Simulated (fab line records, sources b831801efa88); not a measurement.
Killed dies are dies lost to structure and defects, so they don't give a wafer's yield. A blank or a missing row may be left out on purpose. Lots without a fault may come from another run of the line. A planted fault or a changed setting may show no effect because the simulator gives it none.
Chamber matching | flow sky130 | SKY_FIELD_ISO_ETCH_17 on rie_si-02: 3 sister chambers
The step etches Si in HBr/Cl2/O2, target depth 342 nm, time 97.7 s. 14 wafers are shown with their chamber, then 3 later ones without.

WAFERS WITH THEIR CHAMBER
wafer  | chamber | drypump_motor_current_A (A) | oes_product_au (a.u.) | throttle_valve_pct (%)
L886.3 | 0       | 5.4                         | 0.987                 | 25.665
L886.5 | 2       | 4.9                         | 0.994                 | 25.689
L886.6 | 0       | 5.4                         | 0.978                 | 25.677
L887.2 | 0       | 5.4                         | 0.984                 | 25.673
L887.4 | 1       | 5.8                         | 1.030                 | 25.638
L887.5 | 2       | 4.9                         | 0.998                 | 25.667
L889.2 | 2       | 4.9                         | 1.004                 | 25.662
L889.5 | 1       | 5.9                         | 1.025                 | 25.641
L889.6 | 0       | 5.4                         | 0.992                 | 25.648
L892.1 | 2       | 4.9                         | 1.009                 | 25.665
L892.4 | 2       | 4.9                         | 0.995                 | 25.661
L892.5 | 0       | 5.4                         | 0.996                 | 25.654
L898.1 | 2       | 4.9                         | 0.994                 | 25.670
L898.3 | 0       | 5.4                         | 0.992                 | 25.667

SIGNATURES (means of the wafers above)
reading                 | chamber 0 | chamber 1 | chamber 2 | scatter within a chamber
drypump_motor_current_A | 5.400     | 5.850     | 4.900     | 0.0213
oes_product_au          | 0.98817   | 1.02750   | 0.99900   | 0.00616
throttle_valve_pct      | 25.66400  | 25.63950  | 25.66900  | 0.0102
Rule: a wafer's distance from a chamber is the root of the sum, over the readings, of the square of ((its reading less the chamber's mean) divided by the reading's scatter). The wafer belongs to the nearest chamber; if the next one is less than 2 further off, it can't be placed. The scatter: the root of (the sum of the squares of (reading less its chamber's mean) over the shown wafers, divided by (wafers less chambers)).

WAFERS WITHOUT THEIR CHAMBER
wafer  | drypump_motor_current_A (A) | oes_product_au (a.u.) | throttle_valve_pct (%)
L901.3 | 5.8                         | 1.020                 | 25.657
L901.4 | 4.9                         | 0.982                 | 25.650
L903.1 | 4.9                         | 0.992                 | 25.658

WHICH CHAMBER EACH WENT THROUGH
wafer  | from the rows above | in truth
L901.3 | 1                   | 1
L901.4 | 2                   | 2
L903.1 | 2                   | 2
Placed correctly: 3 of 3. Can't be placed from these rows: 0. Placed wrongly: 0.
